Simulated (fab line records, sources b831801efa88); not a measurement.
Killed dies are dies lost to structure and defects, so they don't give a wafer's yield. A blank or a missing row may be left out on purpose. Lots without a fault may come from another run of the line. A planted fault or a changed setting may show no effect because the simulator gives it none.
Which tool did it? | flow sky130 | 14 lots, 42 wafers sampled, at 4 steps of a route of 708

WHAT THE GAUGES READ, wafer by wafer
SKY_VT_ADJUST_NCORE_OVL_MEAS_08.
lot  | measured     | on         | VT_ADJUST_NCORE_OVL (nm)
L233 | day 8 19:25  | overlay-01 | 2.7 3.2 1.7
L235 | day 9 08:26  | overlay-01 | 1.0 2.1 1.4
L236 | day 9 11:05  | overlay-01 | 1.7 3.1 1.7
L237 | day 9 20:17  | overlay-01 | -0.6 -2.0 -2.4
L238 | day 10 02:06 | overlay-02 | -0.1 -1.2 0.2
L246 | day 12 08:18 | overlay-01 | 1.4 0.1 0.9
L248 | day 12 21:40 | overlay-02 | 0.3 0.2 1.3
L249 | day 13 15:05 | overlay-01 | 0.6 0.5 0.4
L250 | day 13 17:59 | overlay-02 | 1.2 1.6 2.0
L252 | day 14 01:14 | overlay-01 | 0.1 -0.9 0.1
L251 | day 14 02:03 | overlay-01 | 1.8 -0.1 1.2
L253 | day 14 12:11 | overlay-02 | 1.5 3.7 0.8
L255 | day 15 12:12 | overlay-02 | 0.7 0.0 -2.7
L256 | day 15 22:18 | overlay-02 | 1.2 1.3 1.1

SKY_VT_ADJUST_HVTR_TW_MEAS_11.
lot  | measured     | on            | VT_ADJUST_HVTR_TW
L233 | day 9 17:20  | film_metro-04 | 211.9 210.7 211.1
L235 | day 10 07:50 | film_metro-02 | 215.4 215.3 215.5
L236 | day 10 09:38 | film_metro-03 | 213.1 212.2 212.9
L237 | day 10 19:23 | film_metro-04 | 212.4 212.6 212.4
L238 | day 11 01:29 | film_metro-04 | 212.3 212.3 212.3
L246 | day 13 09:06 | film_metro-02 | 214.3 214.4 213.9
L248 | day 13 23:31 | film_metro-04 | 213.8 213.4 213.2
L249 | day 14 17:23 | film_metro-04 | 212.4 213.0 212.3
L250 | day 14 20:08 | film_metro-02 | 213.4 214.5 214.2
L252 | day 15 04:05 | film_metro-04 | 213.1 212.1 212.7
L251 | day 15 04:56 | film_metro-04 | 213.9 212.8 212.4
L253 | day 15 15:23 | film_metro-03 | 212.2 213.2 211.8
L255 | day 16 16:53 | film_metro-02 | 214.0 214.9 214.6
L256 | day 17 03:15 | film_metro-02 | 214.0 214.8 215.5

SKY_SONOS_ONO_THK_MEAS_01.
lot  | measured     | on            | SONOS_ONO_OXIDATION_THK (nm)
L233 | day 11 17:26 | film_metro-04 | 2.58 2.60 2.70
L235 | day 12 14:23 | film_metro-01 | 2.62 2.58 2.61
L236 | day 12 14:23 | film_metro-04 | 2.45 2.57 2.49
L237 | day 13 04:17 | film_metro-01 | 2.63 2.58 2.67
L238 | day 13 04:17 | film_metro-03 | 2.57 2.57 2.65
L246 | day 15 15:01 | film_metro-01 | 2.60 2.55 2.66
L248 | day 16 13:41 | film_metro-03 | 2.66 2.58 2.68
L249 | day 17 03:52 | film_metro-04 | 2.55 2.56 2.62
L250 | day 17 07:40 | film_metro-04 | 2.62 2.57 2.56
L252 | day 17 15:16 | film_metro-03 | 2.49 2.40 2.58
L251 | day 17 16:36 | film_metro-01 | 2.62 2.62 2.64
L253 | day 18 01:55 | film_metro-01 | 2.67 2.73 2.76
L255 | day 19 07:22 | film_metro-01 | 2.64 2.59 2.57
L256 | day 19 17:59 | film_metro-03 | 2.57 2.54 2.54

WHICH TOOL RAN EACH LOT (tool, then ch and the chambers of the sampled wafers, then the start)
lot  | SKY_SONOS_TUNNEL_PEB_05
L233 | litho_track-03 ch 0, day 11 15:10
L235 | litho_track-01 ch 0, day 12 07:19
L236 | litho_track-02 ch 0, day 12 07:46
L237 | litho_track-03, day 12 19:32
L238 | litho_track-02, day 13 00:35
L246 | litho_track-03 ch 0, day 15 12:44
L248 | litho_track-01 ch 0, day 16 05:05
L249 | litho_track-02 ch 0, day 17 00:13
L250 | litho_track-02 ch 0, day 17 03:34
L252 | litho_track-02 ch 0, day 17 12:19
L251 | litho_track-01 ch 0, day 17 13:52
L253 | litho_track-01 ch 0, day 17 23:37
L255 | litho_track-02 ch 0, day 19 04:43
L256 | litho_track-02 ch 0, day 19 15:43
- SKY_SONOS_TUNNEL_PEB_05

WHAT THE TOOLS THEMSELVES READ (means of the sampled wafers that have a number; where no wafer has one, the mark that the record gives instead)
SKY_SONOS_TUNNEL_PEB_05.
lot  | tool           | exhaust_pa (Pa)
L233 | litho_track-03 | 45.8
L235 | litho_track-01 | 45.9
L236 | litho_track-02 | 45.0
L237 | litho_track-03 | -
L238 | litho_track-02 | -
L246 | litho_track-03 | 44.9
L248 | litho_track-01 | 43.7
L249 | litho_track-02 | 45.5
L250 | litho_track-02 | 44.5
L252 | litho_track-02 | 45.0
L251 | litho_track-01 | 45.1
L253 | litho_track-01 | 45.7
L255 | litho_track-02 | 44.5
L256 | litho_track-02 | 44.0

THE ANSWER, worked out from the rows above alone
Rule: what is usual is taken from the lots themselves. Put in order of their means at a reading, lots are off if they are a third of the lots or fewer, leave a main group of 4 or more, and stand apart from it by a gap of 3 or more times the standard deviation of the main group's means; of several such gaps the widest counts. A main group whose means are all the same, to the digits that the tables above print for the reading, isn't used. A lot without any number at a reading at which 4 lots or more have one is off too. The other lots that the step has rows for count as sound. The gauges are gone through in route order, then the tools' own readings, and for those a lot's mean is taken as printed above. The first step at which some lot is off is used, and at that step the reading that is off furthest; a lot without a number counts as furthest.
Off: L237, L238, at SKY_SONOS_TUNNEL_PEB_05 (exhaust_pa). Without a number there: L237, L238. The main group: mean 45.0 Pa, standard deviation 0.67.
A tool fits if, at that step or a process step before it, it ran every lot that is off, and no sound lot after the first of them. None of those tried fits.

WHAT THE SIMULATOR HAD PUT IN
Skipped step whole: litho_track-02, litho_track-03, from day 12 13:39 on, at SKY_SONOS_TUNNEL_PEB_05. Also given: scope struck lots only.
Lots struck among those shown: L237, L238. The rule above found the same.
